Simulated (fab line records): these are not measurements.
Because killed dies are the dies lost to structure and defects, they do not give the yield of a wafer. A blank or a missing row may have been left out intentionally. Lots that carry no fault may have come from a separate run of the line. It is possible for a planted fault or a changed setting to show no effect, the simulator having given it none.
fab line records	flow sfqLine	part 2 of 2: steps 27 to 37 of 37
record: lots: 5	wafers: 15	lastDay: 85
route steps=325 shown M6@251 I6@266 M7@281
lots that met no fault: taken from a fault-free run of the same line
startH: hours from the record's opening day to when the first of the lot's shown wafers began	waitH: how many hours have passed since the lot's step before this one	" the same as in the row above	L1.1+2: a single row standing in for several wafers	- no value, or no start given	* or withheld: withheld	< > ~ a bound
route shown NAME@n: names a module that has steps shown in the file, with the first one's number in the route	usual: mean and standard deviation over wafers with no fault	same: alike in all rows	chamber/n: place in a boat	sites: readings site by site	_std_site: the values' standard deviation	_edge_site: mean of outer sites minus mean of inner sites	radiusMm: for every site, how far away it sits from the centre of the wafer	mask NAME#n: copy n	behind: the last tool/chamber to shape the wafer	hold: reason for holding the lot/hours on hold/outcome of the hold	device: the transistor (n, p or np) that didn't switch	end of line: tests run on the same wafers once the route is complete	a step given without rows: its recipe and nothing more	killed: dies that structure and defects cost at the first sort, which is not the same as the wafer's yield	map: the dies of a wafer, with x for killed, . for not killed, _ for no die there
set.NAME: the setting as run; set.NAME@STEP: as run at that earlier step	model.NAME: the simulator's own value behind a step, which no gauge read
lots seen at some steps along the route; tables by step, rows by wafer
services: a tool's chamber out of use, with start hour (startH, from the record's first day; less than 0 if before it), hours out, and reason
== steps ==
step: SFQ_TRILAYER_I6_VIA_ETCH_VIA_ETCH_172
recipe: target: SiO2	stopOn: Nb	maskMaterial: PR	taperDeg: 20	chemistry: CHF3	targetDepthNm: 260	sourceW: 500	biasW: 80	pressureMtorr: 30	timeS: withheld
usual: drypumpMotorCurrentA: 5.7/0.61	oesProductAu: 0.855/0.0051
lot.wafer	tool	chamber	startH	waitH	drypumpMotorCurrentA	oesProductAu
L075.4	rieDiel-01	0	1827.46	0.0	5.4	0.856
L075.5	"	3	"	"	6.1	0.860
L075.6	"	2	"	"	5.8	0.858
L083.2	rieDiel-04	2	1895.25	0.0	5.1	0.860
L083.5	"	3	"	"	6.1	0.855
L083.6	"	0	"	"	5.1	0.859
L086.1	rieDiel-01	2	1913.31	0.0	5.9	0.859
L086.4	"	3	"	"	6.1	0.847
L086.6	"	0	"	"	5.4	0.847
L087.2	rieDiel-04	0	1922.91	0.0	5.1	0.851
L087.3	"	2	"	"	5.2	0.849
L087.4	"	2	"	"	5.1	0.852
L088.1	rieDiel-03	3	1926.51	0.0	5.9	0.852
L088.2	"	1	"	"	6.8	0.858
L088.5	"	2	"	"	6.4	0.860
step: SFQ_TRILAYER_I6_VIA_STRIP_STRIP_173
recipe: gas: O2	powerW: 200	platenTempC: 40	overashFraction: 0.65	chemistry: O2	pressureMtorr: 50
usual: drypumpMotorCurrentA: 5.6/0.46	oesProductAu: 1.003/0.0088	platenTempC: 39.99/0.11
lot.wafer	tool	chamber	startH	waitH	drypumpMotorCurrentA	oesProductAu	platenTempC	rfHoursCounterH
L075.4	rieMetal-02	1	1827.77	-	5.8	1.017	40.14	-
L075.5	"	0	"	"	5.6	1.004	39.89	-
L075.6	"	1	"	"	5.8	1.016	39.89	-
L083.2	rieMetal-03	0	1895.37	-	6.1	0.992	40.02	57
L083.5	"	1	"	"	4.8	1.000	40.03	-
L083.6	"	0	"	"	6.1	0.994	39.99	-
L086.1	rieMetal-03	0	1913.43	-	6.1	0.995	39.94	59
L086.4	"	0	"	"	6.2	0.998	40.04	-
L086.6	"	1	"	"	4.8	1.000	40.10	-
L087.2	rieMetal-02	0	1923.03	-	5.6	1.004	40.23	97
L087.3	"	1	"	"	5.8	1.022	40.09	-
L087.4	"	0	"	"	5.6	1.003	39.99	-
L088.1	rieMetal-03	1	1926.63	-	4.8	0.991	40.03	15
L088.2	"	0	"	"	6.1	1.011	40.05	60
L088.5	"	1	"	"	4.8	0.996	39.94	-
step: SFQ_TRILAYER_I6_VIA_STRIP_SOLV_CLEAN_174
recipe: chemistry: NMP	tempC: 70	timeS: 600
lot.wafer	tool	chamber	startH	waitH
L075.4+5+6	wetBench-02	7,6,5	1828.17	0.2
L083.2+5+6	wetBench-02	7,1,4	1895.97	0.4
L086.1+4+6	wetBench-04	7,6,4	1914.03	0.4
L087.2+3+4	wetBench-02	2,4,0	1923.63	0.4
L088.1+2+5	wetBench-03	7,5,3	1927.23	0.4
step: SFQ_TRILAYER_M7_DEP_PRE_CLEAN_176
recipe: gas: Ar	timeS: 22.5	biasV: 250
usual: biasV: 250.0/2.6
lot.wafer	tool	chamber	startH	waitH	biasV
L075.4	pvdSputter-06	-	1828.35	0.0	254.5
L075.5	"	-	"	"	258.0
L075.6	"	-	"	"	248.2
L083.2	pvdSputter-03	-	1896.16	0.0	250.9
L083.5	"	-	"	"	250.9
L083.6	"	-	"	"	253.0
L086.1	pvdSputter-06	-	1914.20	0.0	247.5
L086.4	"	-	"	"	253.9
L086.6	"	-	"	"	249.6
L087.2	pvdSputter-06	-	1923.80	0.0	246.6
L087.3	"	-	"	"	249.1
L087.4	"	-	"	"	251.7
L088.1	pvdSputter-04	-	1927.43	0.0	249.4
L088.2	"	-	"	"	252.9
L088.5	"	-	"	"	253.2
step: SFQ_TRILAYER_M7_DEP_SPUTTER_175
recipe: material: Nb	basePressurePa: 1.33e-06	chamberPressurePa: 0.1333	substrateTempC: 20	targetThkNm: 200	powerW: 2000	timeS: 133.3
usual: throttleValvePct: 30.1/0.94
lot.wafer	tool	chamber	startH	waitH	throttleValvePct
L075.4	pvdSputter-06	-	1828.38	0.0	30.0
L075.5	"	-	"	"	30.2
L075.6	"	-	"	"	29.7
L083.2	pvdSputter-03	-	1896.19	0.0	30.1
L083.5	"	-	"	"	30.5
L083.6	"	-	"	"	30.4
L086.1	pvdSputter-06	-	1914.23	0.0	28.0
L086.4	"	-	"	"	29.7
L086.6	"	-	"	"	30.0
L087.2	pvdSputter-06	-	1923.83	0.0	31.5
L087.3	"	-	"	"	28.2
L087.4	"	-	"	"	29.9
L088.1	pvdSputter-04	-	1927.46	0.0	30.7
L088.2	"	-	"	"	29.0
L088.5	"	-	"	"	29.5
step: SFQ_M7_RS_MEAS_943
recipe: thkMeasGauge: four-point-probe	reads: Nb_of_TRILAYER_M7_DEP_SPUTTER_175
usual: M7_NB_RS: 0.884/0.0098
lot.wafer	tool	chamber	startH	waitH	M7_NB_RS[ohm/sq]
L075.4	filmMetro-04	-	1828.53	0.1	0.864
L075.5	"	-	"	"	0.863
L075.6	"	-	"	"	0.873
L083.2	filmMetro-01	-	1896.30	0.1	0.890
L083.5	"	-	"	"	0.886
L083.6	"	-	"	"	0.905
L086.1	filmMetro-04	-	1914.34	0.1	0.887
L086.4	"	-	"	"	0.885
L086.6	"	-	"	"	0.881
L087.2	filmMetro-02	-	1923.94	0.1	0.883
L087.3	"	-	"	"	0.884
L087.4	"	-	"	"	0.876
L088.1	filmMetro-02	-	1927.55	0.0	0.869
L088.2	"	-	"	"	0.879
L088.5	"	-	"	"	0.867
step: SFQ_TRILAYER_M7_LITHO_COAT_182
recipe: resist: BARC	spinRpm: 3000	resistThkNm: 62
usual: spinSpeedRpm: 3000.0/2.4
lot.wafer	tool	chamber	startH	waitH	spinSpeedRpm
L075.4	lithoTrack-03	0	1828.80	0.2	3001.2
L075.5	"	0	"	"	3001.5
L075.6	"	0	"	"	3002.1
L083.2	lithoTrack-04	0	1896.51	0.1	3004.6
L083.5	"	0	"	"	2996.2
L083.6	"	0	"	"	2999.3
L086.1	lithoTrack-03	0	1914.52	0.1	2998.3
L086.4	"	0	"	"	2995.1
L086.6	"	0	"	"	2998.2
L087.2	lithoTrack-02	0	1924.15	0.1	2998.4
L087.3	"	0	"	"	2999.7
L087.4	"	0	"	"	2998.6
L088.1	lithoTrack-02	0	1927.73	0.1	2997.2
L088.2	"	0	"	"	3000.4
L088.5	"	0	"	"	2996.6
step: SFQ_TRILAYER_M7_LITHO_COAT_177
recipe: resist: KrF	spinRpm: 3000	resistThkNm: 600
usual: spinSpeedRpm: 2999.8/2.2
lot.wafer	tool	chamber	startH	waitH	spinSpeedRpm
L075.4	lithoTrack-03	0	1829.10	0.2	2998.9
L075.5	"	0	"	"	3000.2
L075.6	"	0	"	"	2998.4
L083.2	lithoTrack-04	0	1896.81	0.2	2995.3
L083.5	"	0	"	"	3001.0
L083.6	"	0	"	"	3000.2
L086.1	lithoTrack-03	0	1914.82	0.2	2998.3
L086.4	"	0	"	"	3002.1
L086.6	"	0	"	"	3001.9
L087.2	lithoTrack-02	0	1924.45	0.2	3000.0
L087.3	"	0	"	"	2997.7
L087.4	"	0	"	"	3000.4
L088.1	lithoTrack-02	0	1928.03	0.2	2997.6
L088.2	"	0	"	"	2997.4
L088.5	"	0	"	"	3000.0
step: SFQ_TRILAYER_M7_LITHO_SOFTBAKE_181
recipe: tempC: withheld	timeS: withheld	resist: KrF
lot.wafer	tool	chamber	startH	waitH
L075.4+5+6	lithoTrack-03	0	1829.32	0.2
L083.2+5+6	lithoTrack-04	0	1897.08	0.2
L086.1+4+6	lithoTrack-03	0	1915.12	0.2
L087.2+3+4	lithoTrack-02	0	1924.73	0.2
L088.1+2+5	lithoTrack-02	0	1928.33	0.2
step: SFQ_TRILAYER_M7_LITHO_EXPOSE_178
recipe: maskId: M7	na: 0.6	sourceShape: conventional	sigmaOuter: 0.65	targetCdNm: 500	doseMj: 14.4
usual: reticleTempC: 23.00/0.099
lot.wafer	tool	chamber	startH	waitH	mask	reticleTempC
L075.4	krfScanner-01	0	1914.74	-	M7#0	22.93
L075.5	"	0	"	"	M7#0	23.07
L075.6	"	0	"	"	M7#0	23.00
L083.2	krfScanner-01	0	1992.11	-	M7#0	22.91
L083.5	"	0	"	"	M7#0	22.84
L083.6	"	0	"	"	M7#0	22.93
L086.1	krfScanner-01	0	2009.71	-	M7#0	22.98
L086.4	"	0	"	"	M7#0	22.86
L086.6	"	0	"	"	M7#0	22.99
L087.2	krfScanner-01	0	2014.71	-	M7#0	22.98
L087.3	"	0	"	"	M7#0	23.00
L087.4	"	0	"	"	M7#0	23.06
L088.1	krfScanner-01	0	2018.86	-	M7#0	22.87
L088.2	"	0	"	"	M7#0	22.99
L088.5	"	0	"	"	M7#0	23.15
step: SFQ_TRILAYER_M7_LITHO_PEB_180
recipe: pebTempC: 115	pebTimeS: 60	resist: KrF
lot.wafer	tool	chamber	startH	waitH
L075.4+5+6	lithoTrack-04	0	1915.41	0.5
L083.2+5+6	lithoTrack-03	0	1993.14	0.8
L086.1+4+6	lithoTrack-03	0	2010.91	1.0
L087.2+3+4	lithoTrack-04	0	2015.74	0.8
L088.1+2+5	lithoTrack-02	0	2020.06	1.0
== services ==
tool	chamber	startH	hours	kind
rieMetal-04	-	1558.43	2.8	pm
rieMetal-03	1	1586.17	28.9	repair
krfScanner-01	-	1624.58	0.6	repair
krfScanner-01	-	1629.50	3.6	repair
krfScanner-01	-	1633.10	1.3	pm
krfScanner-01	-	1635.60	3.6	pm
rieMetal-03	0	1639.65	9.6	repair
pvdSputter-06	-	1654.92	5.5	repair
rieMetal-03	-	1660.20	0.1	repair
krfScanner-01	-	1660.75	1.0	pm
krfScanner-01	-	1675.40	4.0	pm
krfScanner-01	-	1680.62	0.8	pm
rieMetal-03	-	1698.23	0.5	repair
rieMetal-04	-	1700.52	0.2	repair
krfScanner-01	-	1721.22	4.4	pm
rieMetal-02	0	1802.32	21.4	repair
krfScanner-01	-	1806.77	1.3	pm
krfScanner-01	-	1829.80	1.0	pm
krfScanner-01	-	1848.80	0.8	pm
pvdSputter-06	-	1857.44	4.0	repair
pvdSputter-06	-	1886.65	2.0	repair
krfScanner-01	-	1933.26	0.6	repair
krfScanner-01	-	1982.71	1.3	pm
krfScanner-01	-	1999.11	1.0	pm
